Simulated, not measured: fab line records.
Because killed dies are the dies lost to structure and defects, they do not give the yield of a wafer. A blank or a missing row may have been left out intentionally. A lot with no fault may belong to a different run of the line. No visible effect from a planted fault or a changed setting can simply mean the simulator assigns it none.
The tool behind it: which one?    flow gf180mcu    Sampling: 10 lots, 30 wafers, 6 of 602 route steps

## WHAT THE GAUGES SHOWED, per wafer
GF_V3_OVL_MEAS_15. Usual: V3_OVL -2 nm, standard deviation 5.7.
lot   measured      on          V3_OVL (nm)  flag
L211  day 23 07:11  overlay-01  -7 -6 -8     
L215  day 24 08:44  overlay-01  -6 -12 -7    
L217  day 25 11:05  overlay-02  1 0 -7       
L218  day 25 12:51  overlay-02  0 -3 0       
L219  day 25 21:27  overlay-02  0 2 1        
L222  day 26 13:25  overlay-02  0 -8 0       
L223  day 26 23:45  overlay-02  -1 -1 6      
L225  day 27 10:05  overlay-02  2 3 -1       
L232  day 29 07:57  overlay-02  -7 -4 2      
L233  day 29 14:20  overlay-01  2 0 -5       

GF_V3_RS_MEAS_24: a four-point-probe measurement. Usual: V3_W_RS 0.327 ohm/sq, standard deviation 0.0062.
lot   measured      on             V3_W_RS (ohm/sq)                     flag
L211  day 23 08:07  film metro-01  0.322 0.320 0.320                    
L215  day 24 09:41  film metro-01  0.328 0.321 0.323                    
L217  day 25 12:00  film metro-04  0.326 0.317 0.322                    
L218  day 25 13:46  film metro-01  0.323 0.334 0.329                    
L219  day 25 22:22  film metro-01  0.330 0.331 0.329                    
L222  day 26 14:21  film metro-02  0.249 0.322 0.318 0.249 0.322 0.318  OFF
L223  day 27 00:44  film metro-04  0.321 0.320 0.245 0.322 0.319 0.246  OFF
L225  day 27 11:00  film metro-01  0.333 0.326 0.333                    
L232  day 29 08:53  film metro-04  0.326 0.335 0.327                    
L233  day 29 15:17  film metro-02  0.314 0.322 0.317                    

GF_V3_THK_MEAS_25: measures by xrf. Usual: V3_W_THK 351 nm, standard deviation 8.5.
lot   measured      on             V3_W_THK (nm)            flag
L211  day 23 08:13  film metro-01  357 360 361              
L215  day 24 09:47  film metro-01  349 356 356              
L217  day 25 12:07  film metro-04  354 368 360              
L218  day 25 13:53  film metro-01  352 342 348              
L219  day 25 22:29  film metro-01  347 343 347              
L222  day 26 16:17  film metro-02  471 359 364 467 361 368  OFF
L223  day 27 03:32  film metro-04  361 364 477 360 365 475  OFF
L225  day 27 11:07  film metro-01  338 350 342              
L232  day 29 08:59  film metro-04  355 344 353              
L233  day 29 15:23  film metro-02  374 364 368              

## WHICH TOOL RAN EACH LOT (tool, then ch and the chambers of the sampled wafers, then the start)
lot   GF_M3_METAL_ETCH_16                GF_V3_SPUTTER_22              GF_V3_CVD_23
L211  rie metal-03 ch 0,1, day 22 07:32  pvd sputter-03, day 23 07:56  cvd w-01 ch 0,1, day 23 07:59
L215  rie metal-03 ch 0,1, day 23 09:27  pvd sputter-04, day 24 09:29  cvd w-01 ch 0,1, day 24 09:34
L217  rie metal-02 ch 0,1, day 24 11:38  pvd sputter-02, day 25 11:51  cvd w-01 ch 0,1, day 25 11:53
L218  rie metal-03 ch 0,1, day 24 14:13  pvd sputter-02, day 25 13:37  cvd w-02 ch 0,1, day 25 13:39
L219  rie metal-02 ch 0,1, day 24 22:50  pvd sputter-04, day 25 22:13  cvd w-02 ch 0,1, day 25 22:14
L222  rie metal-02 ch 0,1, day 25 15:22  pvd sputter-02, day 26 14:12  cvd w-01 ch 0,1, day 26 14:14
L223  rie metal-03 ch 0,1, day 26 01:30  pvd sputter-04, day 27 00:32  cvd w-01 ch 0,1, day 27 00:37
L225  rie metal-01 ch 0,1, day 26 12:40  pvd sputter-02, day 27 10:51  cvd w-02 ch 0,1, day 27 10:53
L232  rie metal-02 ch 0,1, day 28 11:22  pvd sputter-02, day 29 08:43  cvd w-02 ch 0,1, day 29 08:44
L233  rie metal-02 ch 0,1, day 28 17:33  pvd sputter-03, day 29 15:05  cvd w-01 ch 0,1, day 29 15:10
- GF_M3_METAL_ETCH_16: etches the open film in Cl2/BCl3, stops on SiO2, target depth 627.5 nm, time 104.6 s.
- GF_V3_SPUTTER_22: material TiN, target thk 10 nm, time 40 s.
- GF_V3_CVD_23: deposits W, target thk 350 nm, time 104.9 s.

## WHAT THE TOOLS THEMSELVES READ (means of the sampled wafers that have a number; where no wafer has one, the mark that the record gives instead)
GF_M3_METAL_ETCH_16. Usual: drypump motor current A 5.6 A, standard deviation 0.32; oes product au 0.975 a.u., standard deviation 0.0065; throttle valve pct 28.246 %, standard deviation 0.01.
lot   tool          drypump motor current A (A)  oes product au (a.u.)  throttle valve pct (%)  flag
L211  rie metal-03  5.7                          0.973                  28.252                  
L215  rie metal-03  5.5                          0.969                  28.252                  
L217  rie metal-02  5.4                          0.976                  28.249                  
L218  rie metal-03  5.6                          0.975                  28.243                  
L219  rie metal-02  5.5                          0.980                  28.228                  
L222  rie metal-02  5.4                          0.976                  28.241                  
L223  rie metal-03  5.6                          0.971                  28.242                  
L225  rie metal-01  5.9                          0.969                  28.253                  
L232  rie metal-02  5.4                          0.980                  28.240                  
L233  rie metal-02  5.5                          0.974                  28.243                  

GF_V3_SPUTTER_22. Usual: throttle valve pct 30.3 %, standard deviation 1.
lot   tool            throttle valve pct (%)  flag
L211  pvd sputter-03  30.7                    
L215  pvd sputter-04  30.3                    
L217  pvd sputter-02  30.7                    
L218  pvd sputter-02  31.2                    
L219  pvd sputter-04  30.3                    
L222  pvd sputter-02  30.8                    
L223  pvd sputter-04  30.1                    
L225  pvd sputter-02  30.4                    
L232  pvd sputter-02  30.6                    
L233  pvd sputter-03  29.3                    

GF_V3_CVD_23. Usual: heater power w 870 W, standard deviation 47.
lot   tool      heater power w (W)  flag
L211  cvd w-01  802                 
L215  cvd w-01  840                 
L217  cvd w-01  848                 
L218  cvd w-02  921                 
L219  cvd w-02  881                 
L222  cvd w-01  847                 
L223  cvd w-01  838                 
L225  cvd w-02  908                 
L232  cvd w-02  896                 
L233  cvd w-01  850                 

## THE ANSWER, worked out from the rows above alone
Rule: a lot counts as off when the mean over its wafers that have a number is more than 3 standard deviations away from the usual mean. A lot without any number at a reading at which 4 lots or more have one is off too. Any other lot the step has rows for is counted as sound. Order of review: gauges by route order, followed by the tools' own readings, for which a lot's mean as printed above is used. At the first step where some lot is off, the reading lying furthest off is the one used; lots without a number count as furthest.
Off: L222, L223, seen at GF_V3_RS_MEAS_24 (V3_W_RS).
A tool fits if, at a process step before that reading, it ran every lot that is off, and no sound lot after the first of them. Gauges at GF_V3_RS_MEAS_24: tried the same way as those tools. Of those tried, none fits.

## WHAT HAD BEEN PUT IN BY THE SIMULATOR
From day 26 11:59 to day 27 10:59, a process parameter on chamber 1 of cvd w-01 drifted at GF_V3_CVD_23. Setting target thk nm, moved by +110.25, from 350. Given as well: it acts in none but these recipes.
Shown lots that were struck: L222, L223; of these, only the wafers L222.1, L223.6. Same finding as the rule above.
